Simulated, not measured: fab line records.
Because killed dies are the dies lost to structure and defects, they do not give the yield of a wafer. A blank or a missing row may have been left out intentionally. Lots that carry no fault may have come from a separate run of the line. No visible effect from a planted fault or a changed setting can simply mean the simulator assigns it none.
What tool caused it? :: flow gf180mcu :: 11 lots, 33 wafers sampled, at 6 steps of a route of 602

WHAT THE GAUGES SHOWED, per wafer
GF_HV_LDD_TW_MEAS_11.
lot: L544
measured: day 10 00:44
on: film-metro-03
HV_LDD_TW: 2431 2439 2446

lot: L545
measured: day 10 15:26
on: film-metro-01
HV_LDD_TW: 2409 2390 2396

lot: L548
measured: day 11 15:11
on: film-metro-03
HV_LDD_TW: 2430 2434 2426

lot: L550
measured: day 12 05:29
on: film-metro-01
HV_LDD_TW: 2411 2409 2402

lot: L551
measured: day 12 08:33
on: film-metro-04
HV_LDD_TW: 2436 2416 2434

lot: L553
measured: day 12 21:44
on: film-metro-01
HV_LDD_TW: 2408 2414 2410

lot: L554
measured: day 13 09:50
on: film-metro-03
HV_LDD_TW: 2438 2443 2437

lot: L556
measured: day 13 19:29
on: film-metro-01
HV_LDD_TW: 2408 2401 2403

lot: L562
measured: day 15 16:56
on: film-metro-03
HV_LDD_TW: 2437 2423 2453

lot: L565
measured: day 16 18:08
on: film-metro-03
HV_LDD_TW: 2422 2420 2427

lot: L567
measured: day 17 07:11
on: film-metro-01
HV_LDD_TW: 2405 2396 2407

GF_HV_LDD_THK_MEAS_57.
lot: L544
measured: day 12 12:43
on: film-metro-04
HV_LDD_CVD_56_THK (nm): 90.6 91.1 91.2

lot: L545
measured: day 13 05:34
on: film-metro-04
HV_LDD_CVD_56_THK (nm): 92.8 91.9 91.6

lot: L548
measured: day 14 06:24
on: film-metro-03
HV_LDD_CVD_56_THK (nm): 90.9 91.6 90.8

lot: L550
measured: day 14 23:23
on: film-metro-01
HV_LDD_CVD_56_THK (nm): 91.5 90.9 92.3

lot: L551
measured: day 15 01:54
on: film-metro-03
HV_LDD_CVD_56_THK (nm): 90.3 89.4 90.3

lot: L553
measured: day 15 16:53
on: film-metro-01
HV_LDD_CVD_56_THK (nm): 91.2 90.1 90.2

lot: L554
measured: day 16 06:26
on: film-metro-03
HV_LDD_CVD_56_THK (nm): 86.7 87.8 87.9

lot: L556
measured: day 16 16:51
on: film-metro-01
HV_LDD_CVD_56_THK (nm): 90.0 90.1 90.1

lot: L562
measured: day 18 16:56
on: film-metro-01
HV_LDD_CVD_56_THK (nm): 90.6 91.4 90.8

lot: L565
measured: day 19 22:04
on: film-metro-04
HV_LDD_CVD_56_THK (nm): 89.5 89.2 89.6

lot: L567
measured: day 20 11:31
on: film-metro-01
HV_LDD_CVD_56_THK (nm): 90.4 89.3 90.7

GF_PSD_TW_MEAS_11.
lot: L544
measured: day 14 05:36
on: film-metro-03
PSD_TW: 3172 3197 3205

lot: L545
measured: day 15 00:05
on: film-metro-03
PSD_TW: 3215 3221 3202

lot: L548
measured: day 16 01:56
on: film-metro-03
PSD_TW: 3180 3200 3186

lot: L550
measured: day 16 20:32
on: film-metro-04
PSD_TW: 3181 3182 3190

lot: L551
measured: day 16 22:50
on: film-metro-02
PSD_TW: 3138 3137 3143

lot: L553
measured: day 17 14:59
on: film-metro-03
PSD_TW: 3221 3231 3250

lot: L554
measured: day 18 05:20
on: film-metro-03
PSD_TW: 3208 3209 3221

lot: L556
measured: day 18 16:30
on: film-metro-03
PSD_TW: 3201 3214 3201

lot: L562
measured: day 20 18:33
on: film-metro-02
PSD_TW: 3514 3526 3540

lot: L565
measured: day 22 00:06
on: film-metro-04
PSD_TW: 3577 3582 3577

lot: L567
measured: day 22 12:40
on: film-metro-04
PSD_TW: 3198 3177 3194

GF_PSD_RS_MEAS_15: measurement is done with a four-point probe.
lot: L544
measured: day 14 05:56
on: film-metro-02
PSD_RS (ohm/sq): 109.1 108.8 108.7

lot: L545
measured: day 15 00:28
on: film-metro-02
PSD_RS (ohm/sq): 108.4 108.4 108.5

lot: L548
measured: day 16 02:17
on: film-metro-03
PSD_RS (ohm/sq): 108.4 108.3 107.7

lot: L550
measured: day 16 20:52
on: film-metro-02
PSD_RS (ohm/sq): 108.7 109.1 108.6

lot: L551
measured: day 16 23:10
on: film-metro-04
PSD_RS (ohm/sq): 108.4 108.5 108.4

lot: L553
measured: day 17 15:18
on: film-metro-02
PSD_RS (ohm/sq): 108.9 108.8 108.6

lot: L554
measured: day 18 05:39
on: film-metro-04
PSD_RS (ohm/sq): 109.2 109.0 108.9

lot: L556
measured: day 18 16:49
on: film-metro-02
PSD_RS (ohm/sq): 109.0 108.9 108.9

lot: L562
measured: day 20 19:02
on: film-metro-03
PSD_RS (ohm/sq): 98.0 98.2 97.9

lot: L565
measured: day 22 00:25
on: film-metro-03
PSD_RS (ohm/sq): 97.7 97.9 97.7

lot: L567
measured: day 22 12:59
on: film-metro-03
PSD_RS (ohm/sq): 108.7 108.3 108.5

WHICH TOOL RAN EACH LOT (tool, then ch and the chambers of the sampled wafers, then the start)
lot: L544
GF_PSD_IMPLANT_09: implanter-04 ch 0, day 14 05:23
GF_PSD_STRIP_10: plasma-asher-01 ch 0,1, day 14 05:31

lot: L545
GF_PSD_IMPLANT_09: implanter-03 ch 0, day 14 23:52
GF_PSD_STRIP_10: plasma-asher-04 ch 0,1, day 15 00:00

lot: L548
GF_PSD_IMPLANT_09: implanter-03 ch 0, day 16 01:43
GF_PSD_STRIP_10: plasma-asher-01 ch 0,1, day 16 01:52

lot: L550
GF_PSD_IMPLANT_09: implanter-04 ch 0, day 16 20:18
GF_PSD_STRIP_10: plasma-asher-04 ch 0,1, day 16 20:25

lot: L551
GF_PSD_IMPLANT_09: implanter-01 ch 0, day 16 22:37
GF_PSD_STRIP_10: plasma-asher-04 ch 0, day 16 22:44

lot: L553
GF_PSD_IMPLANT_09: implanter-01 ch 0, day 17 14:44
GF_PSD_STRIP_10: plasma-asher-04 ch 0,1, day 17 14:53

lot: L554
GF_PSD_IMPLANT_09: implanter-01 ch 0, day 18 05:05
GF_PSD_STRIP_10: plasma-asher-03 ch 0,1, day 18 05:14

lot: L556
GF_PSD_IMPLANT_09: implanter-04 ch 0, day 18 16:16
GF_PSD_STRIP_10: plasma-asher-03 ch 0,1, day 18 16:23

lot: L562
GF_PSD_IMPLANT_09: implanter-01 ch 0, day 20 18:00
GF_PSD_STRIP_10: plasma-asher-04 ch 0,1, day 20 18:26

lot: L565
GF_PSD_IMPLANT_09: implanter-03 ch 0, day 21 23:33
GF_PSD_STRIP_10: plasma-asher-03 ch 0,1, day 21 23:59

lot: L567
GF_PSD_IMPLANT_09: implanter-01 ch 0, day 22 12:25
GF_PSD_STRIP_10: plasma-asher-01 ch 0,1, day 22 12:34
- GF_PSD_IMPLANT_09
- GF_PSD_STRIP_10: strips in O2/N2.

AS READ BY THE TOOLS THEMSELVES (means over the sampled wafers that have a number; for cases with no such wafer, the mark the record gives instead)
GF_PSD_IMPLANT_09.
lot: L544
tool: implanter-04
tilt-deg (degrees): 6.989

lot: L545
tool: implanter-03
tilt-deg (degrees): 6.988

lot: L548
tool: implanter-03
tilt-deg (degrees): 7.008

lot: L550
tool: implanter-04
tilt-deg (degrees): 6.998

lot: L551
tool: implanter-01
tilt-deg (degrees): 7.010

lot: L553
tool: implanter-01
tilt-deg (degrees): 6.983

lot: L554
tool: implanter-01
tilt-deg (degrees): 7.031

lot: L556
tool: implanter-04
tilt-deg (degrees): 7.004

lot: L562
tool: implanter-01
tilt-deg (degrees): 6.995

lot: L565
tool: implanter-03
tilt-deg (degrees): 6.995

lot: L567
tool: implanter-01
tilt-deg (degrees): 7.036

GF_PSD_STRIP_10.
lot: L544
tool: plasma-asher-01
drypump-motor-current-A (A): 5.62
heater-power-w (W): 332
oes-product-au (a.u.): 0.593
strip-time-to-endpoint-s (s): 16.52

lot: L545
tool: plasma-asher-04
drypump-motor-current-A (A): 5.48
heater-power-w (W): 309
oes-product-au (a.u.): 0.593
strip-time-to-endpoint-s (s): 16.50

lot: L548
tool: plasma-asher-01
drypump-motor-current-A (A): 5.63
heater-power-w (W): 332
oes-product-au (a.u.): 0.592
strip-time-to-endpoint-s (s): 16.52

lot: L550
tool: plasma-asher-04
drypump-motor-current-A (A): 5.49
heater-power-w (W): 308
oes-product-au (a.u.): 0.590
strip-time-to-endpoint-s (s): 16.56

lot: L551
tool: plasma-asher-04
drypump-motor-current-A (A): 5.47
heater-power-w (W): 319
oes-product-au (a.u.): 0.594
strip-time-to-endpoint-s (s): 16.57

lot: L553
tool: plasma-asher-04
drypump-motor-current-A (A): 5.54
heater-power-w (W): 300
oes-product-au (a.u.): 0.592
strip-time-to-endpoint-s (s): 16.56

lot: L554
tool: plasma-asher-03
drypump-motor-current-A (A): 5.60
heater-power-w (W): 296
oes-product-au (a.u.): 0.596
strip-time-to-endpoint-s (s): 16.47

lot: L556
tool: plasma-asher-03
drypump-motor-current-A (A): 5.62
heater-power-w (W): 296
oes-product-au (a.u.): 0.585
strip-time-to-endpoint-s (s): 16.52

lot: L562
tool: plasma-asher-04
drypump-motor-current-A (A): 5.51
heater-power-w (W): 306
oes-product-au (a.u.): 0.551
strip-time-to-endpoint-s (s): 18.89

lot: L565
tool: plasma-asher-03
drypump-motor-current-A (A): 5.63
heater-power-w (W): 283
oes-product-au (a.u.): 0.547
strip-time-to-endpoint-s (s): 18.93

lot: L567
tool: plasma-asher-01
drypump-motor-current-A (A): 5.57
heater-power-w (W): 314
oes-product-au (a.u.): 0.590
strip-time-to-endpoint-s (s): 16.54

THE ANSWER, worked out from the rows above alone
Rule: usual is defined by the lots themselves. The widest of any qualifying gaps counts: lots, ordered by their means at a reading, are off when they make up no more than a third of the lots, leave a main group of 4 or more, and stand apart from it by 3 or more times the standard deviation of that group's means. Not used: any main group whose means are identical at the precision the tables above print for the reading. A lot without any number at a reading at which 4 lots or more have one is off too. Where the step has rows for the other lots, those lots are counted as sound. The gauges are gone through in route order, then the tools' own readings, and for those a lot's mean is taken as printed above. The first step at which some lot is off is used, and at that step the reading that is off furthest; a lot without a number counts as furthest.
Off: L562, L565, seen at GF_PSD_TW_MEAS_11 (PSD_TW). Main group: mean 3195, sd 25.
If a tool, at a process step before that reading, ran all the lots that are off and no sound lot after the first of them, it fits. The gauges at GF_PSD_TW_MEAS_11 aren't tried: what is off there is off at GF_PSD_RS_MEAS_15 too, on other tools, and a gauge's error can't cause that. None of those tried fits.

WHAT THE SIMULATOR HAD PUT IN
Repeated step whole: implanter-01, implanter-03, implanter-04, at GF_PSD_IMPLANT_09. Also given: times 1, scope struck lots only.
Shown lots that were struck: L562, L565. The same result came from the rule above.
